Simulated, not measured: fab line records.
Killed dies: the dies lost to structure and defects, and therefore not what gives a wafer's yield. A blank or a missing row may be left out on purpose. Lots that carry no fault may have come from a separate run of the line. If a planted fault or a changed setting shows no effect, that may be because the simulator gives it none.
Struck lot and sound lot, side by side / flow sky130 / 16 steps out of a route of 708
Sound: wafers L606.1, L606.2, L606.5. Struck: wafer L614.3 (L614.1, L614.5, from the same lot, were not struck and are left out); the cause is given at the end.
At each step with rows: each side's tool, then ch and its chambers, then its first start. Under that, the readings that differ: sound wafers / struck wafers / difference of the means / sigmas: that difference in standard deviations of wafers without a fault.
alike: same words and numbers on both sides, and readings whose means sit less than 2 such deviations apart. not compared: any withheld reading, any reading some wafer has no value for, any bound like >300 that may hide the same value, and any number with overlapping values for which the record gives no deviation.
Wherever a step has rows on one side only, a row that says differs or no value, or a row with sigmas, the two part there. Numbers that have no deviation but don't overlap get no sigmas and don't part them. A reading that every wafer of one side lacks parts them only if that side has two wafers or more.

first, 7 steps without rows for these wafers: SKY_METAL4_HMDS_06 (prime time 60 s); SKY_METAL4_COAT_07 (resist thk 60 nm); SKY_METAL4_COAT_08 (resist thk 1140 nm); SKY_METAL4_SOFTBAKE_09 (time 90 s); SKY_METAL4_EXPOSE_10 (exposes mask MM4, target cd 300 nm); SKY_METAL4_PEB_11; SKY_METAL4_DEVELOP_12 (develop time 60 s).
SKY_METAL4_CD_MEAS_13: the cd target is 300 nm.
  sound on cdSem-02, day 42 16:13; struck on cdSem-01, day 44 14:27
  alike: cdNm
SKY_METAL4_OVL_MEAS_14:
  sound on overlay-01, day 42 16:20; struck on overlay-02, day 44 14:34
reading=METAL4_OVL (nm); sound=-1 0 1; struck=16; difference=+16; sigmas=+3
SKY_METAL4_DESCUM_15: chemistry O2, time 8 s.
  sound on rieMetal-02 ch 0,1, day 42 16:22; struck on rieMetal-02 ch 0, day 44 14:36
  alike: drypumpMotorCurrentA, oesProductAu, rfFwdPowerW
  not compared: rfHoursCounterH
SKY_METAL4_ETCH_16: etches BARC in N2/H2, stops on SiO2, time 88.2 s, target depth 60 nm.
  sound on rieMetal-02 ch 0,1, day 42 16:24; struck on rieMetal-02 ch 0, day 44 14:40
reading=rfFwdPowerW (W); sound=496.7 496.3 498.2; struck=493.6; difference=-3.5; sigmas=-2
reading=throttleValvePct (%); sound=13.208 13.210 13.208; struck=13.187; difference=-0.022; sigmas=-3
  alike: biasW, drypumpMotorCurrentA, oesProductAu
  not compared: rfHoursCounterH
SKY_METAL4_ETCH_17: etches SiO2 in C4F8/O2/Ar, stops on TiN, time 3.9 s, target depth 15 nm.
  sound on rieDiel-01 ch 0,1,3, day 42 16:30; struck on rieDiel-01 ch 0, day 44 14:52
  alike: biasW, oesProductAu, rfFwdPowerW
SKY_METAL4_METAL_ETCH_18: etches the open film in Cl2/BCl3, stops on SiO2, target depth 845 nm, time 183.1 s.
  sound on rieMetal-04 ch 0,1, day 42 16:31; struck on rieMetal-04 ch 0, day 44 14:53
reading=model.KrF-thick_of_METAL4_COAT_08.thkNm (nm); sound=526.7 515.7 522.2; struck=189.5; difference=-332.0; sigmas=
reading=model.METAL4.cdNm (nm); sound=292 290.5 294.9; struck=261.3; difference=-31.2; sigmas=
reading=model.SiO2_of_VIA3_HDPCVD_00.thkNm (nm); sound=435 433.5 433.5; struck=418.1; difference=-15.9; sigmas=
  alike: biasW, drypumpMotorCurrentA, oesProductAu, rfFwdPowerW, throttleValvePct
  not compared: rfHoursCounterH
SKY_METAL4_STRIP_19: strips in O2/N2.
  sound on plasmaAsher-02 ch 0,1, day 42 16:41; struck on plasmaAsher-02 ch 0, day 44 15:04
reading=oesProductAu (a.u.); sound=0.497 0.497 0.494; struck=0.350; difference=-0.146; sigmas=-21
reading=stripTimeToEndpointS (s); sound=6.53 6.41 6.49; struck=3.04; difference=-3.44; sigmas=-37
  alike: drypumpMotorCurrentA
  not compared: rfHoursCounterH
then, 1 step without rows for these wafers: SKY_METAL4_STRIP_20 (strips in post etch residue remover, time 1200 s).
-- the record jumps here: 4 days lie between the struck wafers' starts before and after (it left off in module METAL4 and takes up again in module PAD_OPEN, whose first step shown is number 708 of the route) --
SKY_PAD_OPEN_PROBE_99:
  sound on prober-01, day 46 15:29; struck on prober-02, day 48 07:33
reading=model.etest.met4.widthNm (nm); sound=289.5 287.4 294.3; struck=263.2; difference=-27.2; sigmas=
reading=model.etest.met4.lineOhmUm; sound=0.1487 0.149 0.1445; struck=0.1611; difference=+0.0137; sigmas=

## WHERE THEY PART
Last at SKY_METAL4_STRIP_19 as far as this record goes, first at SKY_METAL4_OVL_MEAS_14.

WHY: whatever the simulator had introduced
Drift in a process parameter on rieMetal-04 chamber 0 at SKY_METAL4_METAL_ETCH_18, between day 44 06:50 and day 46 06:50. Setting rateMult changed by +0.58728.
